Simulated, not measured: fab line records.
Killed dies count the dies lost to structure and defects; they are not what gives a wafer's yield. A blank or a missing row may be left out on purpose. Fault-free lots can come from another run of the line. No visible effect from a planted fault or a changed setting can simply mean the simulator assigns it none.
Which tool is to blame? | flow sky130 | 6 lots, 18 wafers sampled, at 2 steps of a route of 708

WHAT THE GAUGES SHOWED, per wafer
SKY_VIA1_THK_MEAS_01.
lot  | measured     | on            | VIA1_HDPCVD_THK (nm)
L750 | day 33 15:53 | film metro-01 | 1025 1028 1026
L752 | day 34 17:40 | film metro-01 | 1030 1025 1016
L754 | day 35 09:20 | film metro-04 | 999 1008 1012
L758 | day 36 15:36 | film metro-03 | 1016 1025 1017
L761 | day 37 08:04 | film metro-01 | 1016 1025 1030
L767 | day 38 22:47 | film metro-03 | 1005 511 515

WHAT TOOL EACH LOT RAN ON (gives the tool, then ch and the chambers of the sampled wafers, and finally the start)
lot  | SKY_VIA1_HDPCVD_00
L750 | hdpcvd-01 ch 0,2, day 33 15:44
L752 | hdpcvd-02 ch 0,1,2, day 34 17:35
L754 | hdpcvd-02 ch 0,2, day 35 09:13
L758 | hdpcvd-02 ch 0,2, day 36 15:29
L761 | hdpcvd-01 ch 0,2, day 37 07:58
L767 | hdpcvd-01 ch 0,1, day 38 22:41
- SKY_VIA1_HDPCVD_00: deposits SiO2, target thk 1030 nm, time 171.7 s.

THE ANSWER, worked out from the rows above alone
Rule: what is usual is taken from the lots themselves. The widest of any qualifying gaps counts: lots, ordered by their means at a reading, are off when they make up no more than a third of the lots, leave a main group of 4 or more, and stand apart from it by 3 or more times the standard deviation of that group's means. A main group is skipped when, at the precision printed for the reading in the tables above, its means are all equal. A lot without any number at a reading at which 4 lots or more have one is off too. All remaining lots with rows at the step are treated as sound.
Off: L767, at SKY_VIA1_THK_MEAS_01 (VIA1_HDPCVD_THK). Mean 1020 nm and standard deviation 7.1 in the main group.
If a tool, at a process step before that reading, ran all the lots that are off and no sound lot after the first of them, it fits. The gauges at SKY_VIA1_THK_MEAS_01 are tried like those tools. This does not decide it: 2 tools fit, namely hdpcvd-01 at SKY_VIA1_HDPCVD_00 and film metro-03 at SKY_VIA1_THK_MEAS_01.

WHAT THE SIMULATOR HAD INSERTED
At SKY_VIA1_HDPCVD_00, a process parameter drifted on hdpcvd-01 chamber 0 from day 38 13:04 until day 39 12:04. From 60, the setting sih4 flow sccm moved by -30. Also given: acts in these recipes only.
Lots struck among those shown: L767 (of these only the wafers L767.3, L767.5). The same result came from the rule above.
